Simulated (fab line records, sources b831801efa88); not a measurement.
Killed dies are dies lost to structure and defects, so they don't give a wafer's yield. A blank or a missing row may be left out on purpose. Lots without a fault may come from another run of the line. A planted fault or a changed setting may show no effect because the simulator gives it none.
Chamber matching | flow sfq_line | SFQ_TRILAYER_I7_CMP_CMP_184 on cmp-01: 4 sister chambers
The step polishes SiO2. 16 wafers are shown with their chamber, then 8 later ones without.

WAFERS WITH THEIR CHAMBER
wafer  | chamber | motor_current_A (A) | time_to_endpoint_s (s) | head_pressure_psi (psi)
L828.2 | 0       | 11.9                | 211                    | 2.996
L828.5 | 2       | 8.4                 | 210                    | 3.002
L828.6 | 1       | 9.3                 | 205                    | 2.994
L830.2 | 3       | 9.5                 | 210                    | 3.001
L830.1 | 1       | 9.9                 | 199                    | 3.005
L830.5 | 2       | 8.8                 | 210                    | 2.998
L833.2 | 1       | 9.9                 | 205                    | 3.005
L833.4 | 0       | 12.3                | 219                    | 2.993
L833.5 | 0       | 12.4                | 214                    | 2.997
L841.1 | 1       | 8.8                 | 203                    | 2.996
L841.2 | 0       | 11.6                | 212                    | 2.999
L841.6 | 1       | 9.7                 | 211                    | 2.989
L842.1 | 3       | 9.9                 | 204                    | 3.000
L842.2 | 2       | 8.8                 | 205                    | 3.005
L842.4 | 0       | 11.8                | 210                    | 3.009
L847.4 | 2       | 8.4                 | 214                    | 2.997

SIGNATURES (means of the wafers above)
reading            | chamber 0 | chamber 1 | chamber 2 | chamber 3 | scatter within a chamber
motor_current_A    | 12.000    | 9.520     | 8.600     | 9.700     | 0.364
time_to_endpoint_s | 213.20    | 204.60    | 209.75    | 207.00    | 3.92
head_pressure_psi  | 2.99880   | 2.99780   | 3.00050   | 3.00050   | 0.00569
Rule: a wafer's distance from a chamber is the root of the sum, over the readings, of the square of ((its reading less the chamber's mean) divided by the reading's scatter). The wafer belongs to the nearest chamber; if the next one is less than 2 further off, it can't be placed. The scatter: the root of (the sum of the squares of (reading less its chamber's mean) over the shown wafers, divided by (wafers less chambers)).

WAFERS WITHOUT THEIR CHAMBER
wafer  | motor_current_A (A) | time_to_endpoint_s (s) | head_pressure_psi (psi)
L847.5 | 11.4                | 226                    | 3.005
L847.6 | 9.2                 | 225                    | 3.006
L848.1 | 12.6                | 222                    | 3.006
L848.5 | 12.4                | 232                    | 2.997
L848.6 | 9.5                 | 226                    | 2.985
L851.1 | 12.6                | 218                    | 3.009
L851.4 | 8.3                 | 218                    | 3.006
L851.5 | 11.1                | 223                    | 3.014

WHICH CHAMBER EACH WENT THROUGH
wafer  | from the rows above          | in truth
L847.5 | 0                            | 0
L847.6 | can't be placed: 2 or 3 or 1 | 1
L848.1 | 0                            | 0
L848.5 | 0                            | 0
L848.6 | can't be placed: 2 or 3 or 1 | 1
L851.1 | 0                            | 0
L851.4 | 2                            | 2
L851.5 | can't be placed: 0 or 3      | 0
Placed correctly: 5 of 8. Can't be placed from these rows: 3 (the true chamber is among the candidates in 3). Placed wrongly: 0.
